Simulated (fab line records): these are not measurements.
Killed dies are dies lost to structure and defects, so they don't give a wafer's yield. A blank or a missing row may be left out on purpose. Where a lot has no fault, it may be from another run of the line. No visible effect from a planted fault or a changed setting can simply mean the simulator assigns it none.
Matching of chambers -- flow sky130 -- SKY_FIELD_ISO_CMP_27 on cmp-01: 4 sister chambers
The step polishes, stops on Si3N4, t overpolish 15.25 s, target thk 457.8 nm. 18 wafers are shown with their chamber, then 9 later ones without.

== WAFERS WITH THEIR CHAMBER ==
wafer,chamber,motor_current_A (A),time_to_endpoint_s (s),platen_rpm (rpm)
L395.1,3,12.4,108,60.06
L395.3,1,11.0,106,59.99
L395.5,3,12.0,106,59.99
L397.2,3,12.1,110,59.95
L397.3,2,14.7,114,60.02
L397.4,0,12.0,112,59.99
L400.2,3,11.1,109,60.01
L400.3,2,14.0,110,60.08
L400.5,1,11.5,100,60.01
L402.1,1,11.9,104,60.00
L402.2,2,13.8,111,60.03
L402.6,0,11.3,112,59.97
L406.1,1,11.8,107,59.95
L406.5,0,11.9,117,60.04
L406.6,3,11.9,114,60.13
L409.1,1,11.7,112,60.00
L409.3,3,11.7,116,60.00
L409.5,3,11.2,117,60.11

SIGNATURES (averages over the wafers above)
reading,chamber 0,chamber 1,chamber 2,chamber 3,scatter within a chamber
motor_current_A,11.733,11.580,14.167,11.771,0.431
time_to_endpoint_s,113.67,105.80,111.67,111.43,3.87
platen_rpm,60.0000,59.9900,60.0433,60.0357,0.0487
Rule: distance of a wafer from a chamber = root of the sum over the readings of ((wafer's reading minus chamber's mean) / reading's scatter) squared. The wafer belongs to the nearest chamber; if the next one is less than 2 further off, it can't be placed. The scatter: take each reading less its chamber's mean, square it, sum over the shown wafers, divide by the number of wafers less the number of chambers, and take the root.

== WAFERS WHOSE CHAMBER IS MISSING ==
wafer,motor_current_A (A),time_to_endpoint_s (s),platen_rpm (rpm)
L411.1,11.6,111,60.01
L411.2,11.6,114,60.05
L411.5,11.9,105,59.99
L413.1,11.6,114,60.09
L413.3,13.9,118,59.98
L413.4,12.0,113,60.04
L418.2,11.7,112,60.06
L418.4,13.7,120,60.00
L418.6,13.7,117,59.99

== THE CHAMBER EACH PASSED THROUGH ==
wafer,from the rows above,in truth
L411.1,can't be placed: 3 or 0 or 1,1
L411.2,can't be placed: 3 or 0 or 1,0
L411.5,can't be placed: 1 or 3 or 0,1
L413.1,can't be placed: 3 or 0 or 1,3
L413.3,2,2
L413.4,can't be placed: 3 or 0 or 1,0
L418.2,can't be placed: 3 or 0 or 1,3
L418.4,2,2
L418.6,2,2
Correctly placed: 3 of 9. Unplaceable from these rows: 6, with the true chamber sitting among the candidates in 6. Number placed wrongly: 0.
